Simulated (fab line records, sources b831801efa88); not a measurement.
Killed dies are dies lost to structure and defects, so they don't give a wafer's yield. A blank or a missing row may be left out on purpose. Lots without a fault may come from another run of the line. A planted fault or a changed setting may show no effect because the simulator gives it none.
Which tool did it? | flow sky130 | 11 lots, 33 wafers sampled, at 5 steps of a route of 708

WHAT THE GAUGES READ, wafer by wafer
SKY_CONTACT_THK_MEAS_03. Usual: CONTACT_HDPCVD_THK 565 nm, standard deviation 8.6.
lot  | measured     | on            | CONTACT_HDPCVD_THK (nm) | flag
L596 | day 30 10:47 | film_metro-02 | 571 563 573             |
L597 | day 30 15:07 | film_metro-02 | 569 574 572             |
L598 | day 30 20:44 | film_metro-04 | 559 566 560             |
L601 | day 32 02:55 | film_metro-04 | 554 561 557             |
L602 | day 32 10:23 | film_metro-04 | 560 554 556             |
L608 | day 34 09:56 | film_metro-04 | 554 569 962             | OFF
L609 | day 34 18:26 | film_metro-04 | 570 551 951             | OFF
L616 | day 36 15:25 | film_metro-02 | 568 566 571             |
L617 | day 37 06:11 | film_metro-01 | 558 556 557             |
L618 | day 37 08:37 | film_metro-04 | 578 575 575             |
L619 | day 38 19:44 | film_metro-04 | 578 574 579             |

SKY_METAL1_THK_MEAS_06: measures by xrf. Usual: METAL1_ALCU_THK 250 nm, standard deviation 3.2.
lot  | measured     | on            | METAL1_ALCU_THK (nm) | flag
L596 | day 31 16:12 | film_metro-04 | 251 244 242          |
L597 | day 31 20:08 | film_metro-04 | 248 247 248          |
L598 | day 32 03:20 | film_metro-04 | 251 252 250          |
L601 | day 33 09:22 | film_metro-04 | 250 255 255          |
L602 | day 33 15:00 | film_metro-03 | 248 250 246          |
L608 | day 35 14:38 | film_metro-02 | 246 249 250          |
L609 | day 35 22:22 | film_metro-04 | 246 255 252          |
L616 | day 37 19:23 | film_metro-04 | 250 248 248          |
L617 | day 38 09:53 | film_metro-02 | 247 246 246          |
L618 | day 38 12:05 | film_metro-03 | 245 253 254          |
L619 | day 39 22:49 | film_metro-02 | 249 248 252          |

WHICH TOOL RAN EACH LOT (tool, then ch and the chambers of the sampled wafers, then the start)
lot  | SKY_LDD_N_STRIP_16                   | SKY_CONTACT_HDPCVD_02            | SKY_CONTACT_CMP_04
L596 | plasma_asher-04 ch 0,1, day 17 18:37 | hdpcvd-01 ch 1,2, day 30 10:42   | cmp-02 ch 0,2, day 30 10:50
L597 | plasma_asher-02 ch 0,1, day 18 01:58 | hdpcvd-01 ch 0,1, day 30 15:03   | cmp-02 ch 0,1,3, day 30 15:11
L598 | plasma_asher-04 ch 0, day 18 06:58   | hdpcvd-02 ch 0,1, day 30 20:40   | cmp-02 ch 0,1,2, day 30 20:50
L601 | plasma_asher-03 ch 0,1, day 19 15:56 | hdpcvd-02 ch 0,1,2, day 32 02:51 | cmp-01 ch 0,1,3, day 32 03:23
L602 | plasma_asher-02 ch 0,1, day 20 00:35 | hdpcvd-02 ch 0,1, day 32 10:19   | cmp-02 ch 0,1,2, day 32 10:26
L608 | plasma_asher-02 ch 0,1, day 22 07:12 | hdpcvd-02 ch 0,1,2, day 34 09:51 | cmp-02 ch 0,1,3, day 34 10:02
L609 | plasma_asher-02 ch 0,1, day 22 15:05 | hdpcvd-02 ch 1,2, day 34 18:22   | cmp-02 ch 1,3, day 34 18:29
L616 | plasma_asher-04 ch 1, day 24 22:05   | hdpcvd-01 ch 0,1, day 36 15:21   | cmp-01 ch 1,2,3, day 36 15:32
L617 | plasma_asher-04 ch 0,1, day 25 08:29 | hdpcvd-02 ch 0,2, day 37 06:07   | cmp-02 ch 0,1,2, day 37 06:17
L618 | plasma_asher-02 ch 0,1, day 25 14:56 | hdpcvd-01 ch 0,1,2, day 37 08:32 | cmp-02 ch 0,1,3, day 37 08:40
L619 | plasma_asher-04 ch 0, day 26 19:05   | hdpcvd-01 ch 0,2, day 38 19:40   | cmp-01 ch 0,3, day 38 19:47
- SKY_LDD_N_STRIP_16: strips in O2/N2.
- SKY_CONTACT_HDPCVD_02: deposits SiO2, target thk 565 nm, time 94.2 s.
- SKY_CONTACT_CMP_04: polishes SiO2.

WHAT THE TOOLS THEMSELVES READ (means of the sampled wafers that have a number; where no wafer has one, the mark that the record gives instead)
SKY_LDD_N_STRIP_16. Usual: drypump_motor_current_A 5.5 A, standard deviation 0.42; oes_product_au 0.406 a.u., standard deviation 0.004; strip_time_to_endpoint_s 4.317 s, standard deviation 0.016.
lot  | tool            | drypump_motor_current_A (A) | oes_product_au (a.u.) | strip_time_to_endpoint_s (s) | flag
L596 | plasma_asher-04 | 5.1                         | 0.408                 | 4.306                        |
L597 | plasma_asher-02 | 5.9                         | 0.404                 | 4.321                        |
L598 | plasma_asher-04 | 5.2                         | 0.408                 | 4.316                        |
L601 | plasma_asher-03 | 5.7                         | 0.407                 | 4.301                        |
L602 | plasma_asher-02 | 5.5                         | 0.409                 | 4.317                        |
L608 | plasma_asher-02 | 5.8                         | 0.411                 | 4.304                        |
L609 | plasma_asher-02 | 5.5                         | 0.404                 | 4.306                        |
L616 | plasma_asher-04 | 5.1                         | 0.409                 | 4.339                        |
L617 | plasma_asher-04 | 5.1                         | 0.408                 | 4.311                        |
L618 | plasma_asher-02 | 5.5                         | 0.405                 | 4.303                        |
L619 | plasma_asher-04 | 5.2                         | 0.405                 | 4.309                        |

SKY_CONTACT_HDPCVD_02. Usual: pressure_mtorr 6.000 mTorr, standard deviation 0.011.
lot  | tool      | pressure_mtorr (mTorr) | flag
L596 | hdpcvd-01 | 5.998                  |
L597 | hdpcvd-01 | 5.993                  |
L598 | hdpcvd-02 | 5.999                  |
L601 | hdpcvd-02 | 6.003                  |
L602 | hdpcvd-02 | 6.010                  |
L608 | hdpcvd-02 | 6.003                  |
L609 | hdpcvd-02 | 6.001                  |
L616 | hdpcvd-01 | 5.993                  |
L617 | hdpcvd-02 | 6.000                  |
L618 | hdpcvd-01 | 5.991                  |
L619 | hdpcvd-01 | 5.987                  |

SKY_CONTACT_CMP_04. Usual: motor_current_A 11.8 A, standard deviation 0.84; time_to_endpoint_s 86 s, standard deviation 5.4.
lot  | tool   | motor_current_A (A) | time_to_endpoint_s (s) | flag
L596 | cmp-02 | 11.1                | 91                     |
L597 | cmp-02 | 11.5                | 90                     |
L598 | cmp-02 | 11.5                | 87                     |
L601 | cmp-01 | 12.4                | 83                     |
L602 | cmp-02 | 11.6                | 83                     |
L608 | cmp-02 | 11.4                | 131                    | OFF
L609 | cmp-02 | 11.6                | 126                    | OFF
L616 | cmp-01 | 12.3                | 87                     |
L617 | cmp-02 | 11.5                | 85                     |
L618 | cmp-02 | 11.6                | 92                     |
L619 | cmp-01 | 11.2                | 92                     |

THE ANSWER, worked out from the rows above alone
Rule: a lot is off if the mean of its wafers that have a number lies more than 3 standard deviations from the usual mean. A lot without any number at a reading at which 4 lots or more have one is off too. The other lots that the step has rows for count as sound. The gauges are gone through in route order, then the tools' own readings, and for those a lot's mean is taken as printed above. The first step at which some lot is off is used, and at that step the reading that is off furthest; a lot without a number counts as furthest.
Off: L608, L609, at SKY_CONTACT_THK_MEAS_03 (CONTACT_HDPCVD_THK).
A tool fits if, at a process step before that reading, it ran every lot that is off, and no sound lot after the first of them. The gauges at SKY_CONTACT_THK_MEAS_03 aren't tried: what is off there is off at SKY_CONTACT_CMP_04 too, on other tools, and a gauge's error can't cause that. None of those tried fits.

WHAT THE SIMULATOR HAD PUT IN
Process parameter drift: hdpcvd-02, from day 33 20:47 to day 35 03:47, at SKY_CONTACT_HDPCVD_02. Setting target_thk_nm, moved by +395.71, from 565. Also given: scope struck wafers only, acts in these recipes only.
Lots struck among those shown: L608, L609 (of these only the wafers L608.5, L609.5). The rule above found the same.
